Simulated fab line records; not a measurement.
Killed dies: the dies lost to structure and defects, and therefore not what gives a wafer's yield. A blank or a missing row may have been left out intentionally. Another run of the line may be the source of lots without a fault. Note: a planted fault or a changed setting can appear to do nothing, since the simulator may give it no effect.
Which of the tools did it? ; flow gf180mcu ; 33 wafers from 11 lots sampled at 5 of the route's 602 steps

== WHAT THE GAUGES SHOWED, per wafer ==
GF_NSD_CD_MEAS_07: target cd 400 nm. Usual: cd-nm reads 400.5 nm (standard deviation 2.4).
lot;measured;on;cd-nm (nm);flag
L110;day 14 02:49;cd-sem-02;395.1 394.7 394.9;
L111;day 14 13:32;cd-sem-01;399.7 397.4 399.3;
L112;day 14 16:13;cd-sem-01;401.9 403.9 401.4;
L113;day 15 05:32;cd-sem-02;401.0 402.0 402.3;
L117;day 17 11:17;cd-sem-02;397.9 400.0 403.4;
L122;day 18 21:16;cd-sem-01;404.3 403.8 401.3;
L124;day 19 10:14;cd-sem-02;402.6 403.0 402.3;
L125;day 19 17:13;cd-sem-02;399.9 403.3 404.6;
L126;day 20 07:10;cd-sem-02;401.8 399.9 401.3;
L129;day 20 21:05;cd-sem-01;399.4 400.7 399.5;
L130;day 21 04:34;cd-sem-01;402.3 401.2 400.2;

GF_PSD_TW_MEAS_11. Usual: PSD_TW 3170, standard deviation 23.
lot;measured;on;PSD_TW;flag
L110;day 15 00:29;film-metro-04;3189 3192 3196;
L111;day 15 11:17;film-metro-03;2625 2658 2643;OFF
L112;day 15 13:26;film-metro-04;3171 3184 3172;
L113;day 16 03:52;film-metro-01;2572 2580 2569;OFF
L117;day 18 11:35;film-metro-04;3164 3189 3187;
L122;day 19 21:56;film-metro-04;3171 3169 3169;
L124;day 20 11:11;film-metro-04;3186 3174 3182;
L125;day 20 18:05;film-metro-03;3183 3193 3186;
L126;day 21 08:05;film-metro-03;3168 3149 3173;
L129;day 21 22:06;film-metro-04;3187 3170 3175;
L130;day 22 04:12;film-metro-03;3178 3189 3164;

GF_PSD_RS_MEAS_15: a four-point-probe measurement. Usual: PSD_RS 108.42 ohm/sq, standard deviation 0.23.
lot;measured;on;PSD_RS (ohm/sq);flag
L110;day 15 00:48;film-metro-03;108.56 108.51 108.57;
L111;day 15 11:36;film-metro-01;179.23 178.41 178.75;OFF
L112;day 15 13:46;film-metro-01;108.32 108.41 108.58;
L113;day 16 04:16;film-metro-03;181.37 181.22 181.17;OFF
L117;day 18 11:54;film-metro-01;108.32 108.51 108.75;
L122;day 19 22:15;film-metro-03;108.36 108.53 108.46;
L124;day 20 11:31;film-metro-01;108.17 108.51 108.16;
L125;day 20 18:24;film-metro-04;108.11 108.23 108.43;
L126;day 21 08:23;film-metro-01;108.20 108.30 108.40;
L129;day 21 22:26;film-metro-01;108.29 108.42 108.61;
L130;day 22 04:32;film-metro-04;107.81 108.14 108.36;

== WHAT TOOL EACH LOT RAN ON (gives the tool, then ch and the chambers of the sampled wafers, and finally the start) ==
lot;GF_PSD_IMPLANT_09;GF_PSD_STRIP_10
L110;implanter-04 ch 0, day 15 00:14;plasma-asher-01 ch 0,1, day 15 00:23
L111;implanter-04 ch 0, day 15 11:02;plasma-asher-03 ch 0,1, day 15 11:11
L112;implanter-01 ch 0, day 15 13:13;plasma-asher-01 ch 0,1, day 15 13:21
L113;implanter-04 ch 0, day 16 03:37;plasma-asher-01 ch 0, day 16 03:46
L117;implanter-01 ch 0, day 18 11:20;plasma-asher-01 ch 0,1, day 18 11:29
L122;implanter-02 ch 0, day 19 21:41;plasma-asher-01 ch 0,1, day 19 21:50
L124;implanter-04 ch 0, day 20 10:57;plasma-asher-01 ch 0,1, day 20 11:05
L125;implanter-04 ch 0, day 20 17:50;plasma-asher-01 ch 1, day 20 17:59
L126;implanter-01 ch 0, day 21 07:50;plasma-asher-01 ch 0,1, day 21 07:59
L129;implanter-01 ch 0, day 21 21:52;plasma-asher-01 ch 0,1, day 21 21:59
L130;implanter-02 ch 0, day 22 03:59;plasma-asher-04 ch 0,1, day 22 04:07
- GF_PSD_IMPLANT_09
- GF_PSD_STRIP_10: strips in O2/N2.

== WHAT THE TOOLS THEMSELVES READ (means of the sampled wafers that have a number; where no wafer has one, the mark that the record gives instead) ==
GF_PSD_IMPLANT_09. Usual: dose-ions-cm2 1.5002e+15, standard deviation 1.6e+12; end-station-pressure-torr 1.17e-05 Torr, standard deviation 6e-07; faraday-current-uA 8230, standard deviation 150.
lot;tool;dose-ions-cm2;end-station-pressure-torr (Torr);faraday-current-uA;flag
L110;implanter-04;1.5016e+15;1.14e-05;8208;
L111;implanter-04;6.7207e+14;7.87e-06;3753;OFF
L112;implanter-01;1.5024e+15;1.20e-05;8238;
L113;implanter-04;6.7057e+14;8.20e-06;3715;OFF
L117;implanter-01;1.4997e+15;1.15e-05;8268;
L122;implanter-02;1.4997e+15;1.23e-05;8183;
L124;implanter-04;1.4998e+15;1.24e-05;8258;
L125;implanter-04;1.4997e+15;1.18e-05;8269;
L126;implanter-01;1.5010e+15;1.14e-05;8311;
L129;implanter-01;1.4992e+15;1.15e-05;8243;
L130;implanter-02;1.5006e+15;1.18e-05;8109;

GF_PSD_STRIP_10. Usual: drypump-motor-current-A 5.6 A, standard deviation 0.36; heater-power-w 331 W, standard deviation 30; oes-product-au 0.592 a.u., standard deviation 0.0046; strip-time-to-endpoint-s 16.52 s, standard deviation 0.046.
lot;tool;drypump-motor-current-A (A);heater-power-w (W);oes-product-au (a.u.);strip-time-to-endpoint-s (s);flag
L110;plasma-asher-01;5.5;338;0.588;16.54;
L111;plasma-asher-03;6.2;310;0.647;14.21;OFF
L112;plasma-asher-01;5.5;332;0.589;16.51;
L113;plasma-asher-01;5.5;314;0.653;14.14;OFF
L117;plasma-asher-01;5.5;335;0.594;16.53;
L122;plasma-asher-01;5.5;355;0.595;16.58;
L124;plasma-asher-01;5.4;328;0.594;16.57;
L125;plasma-asher-01;5.5;377;0.588;16.54;
L126;plasma-asher-01;5.4;332;0.589;16.44;
L129;plasma-asher-01;5.5;350;0.593;16.49;
L130;plasma-asher-04;5.6;324;0.592;16.48;

== THE ANSWER, worked out from the rows above alone ==
Rule: a lot counts as off when the mean over its wafers that have a number is more than 3 standard deviations away from the usual mean. A lot without any number at a reading at which 4 lots or more have one is off too. Where the step has rows for the other lots, those lots are counted as sound. After the gauges, taken in route order, come the tools' own readings; for these a lot's mean is taken, as printed above. The first step at which some lot is off is used, and at that step the reading that is off furthest; a lot without a number counts as furthest.
Off: L111, L113, at GF_PSD_TW_MEAS_11 (PSD_TW).
A tool fits if, at a process step before that reading, it ran every lot that is off, and no sound lot after the first of them. Not tried: the gauges at GF_PSD_TW_MEAS_11; whatever is off there is also off at GF_PSD_IMPLANT_09, on other tools, and gauge error can't account for it. Of those tried, none fits.

== WHAT WAS PUT IN BY THE SIMULATOR ==
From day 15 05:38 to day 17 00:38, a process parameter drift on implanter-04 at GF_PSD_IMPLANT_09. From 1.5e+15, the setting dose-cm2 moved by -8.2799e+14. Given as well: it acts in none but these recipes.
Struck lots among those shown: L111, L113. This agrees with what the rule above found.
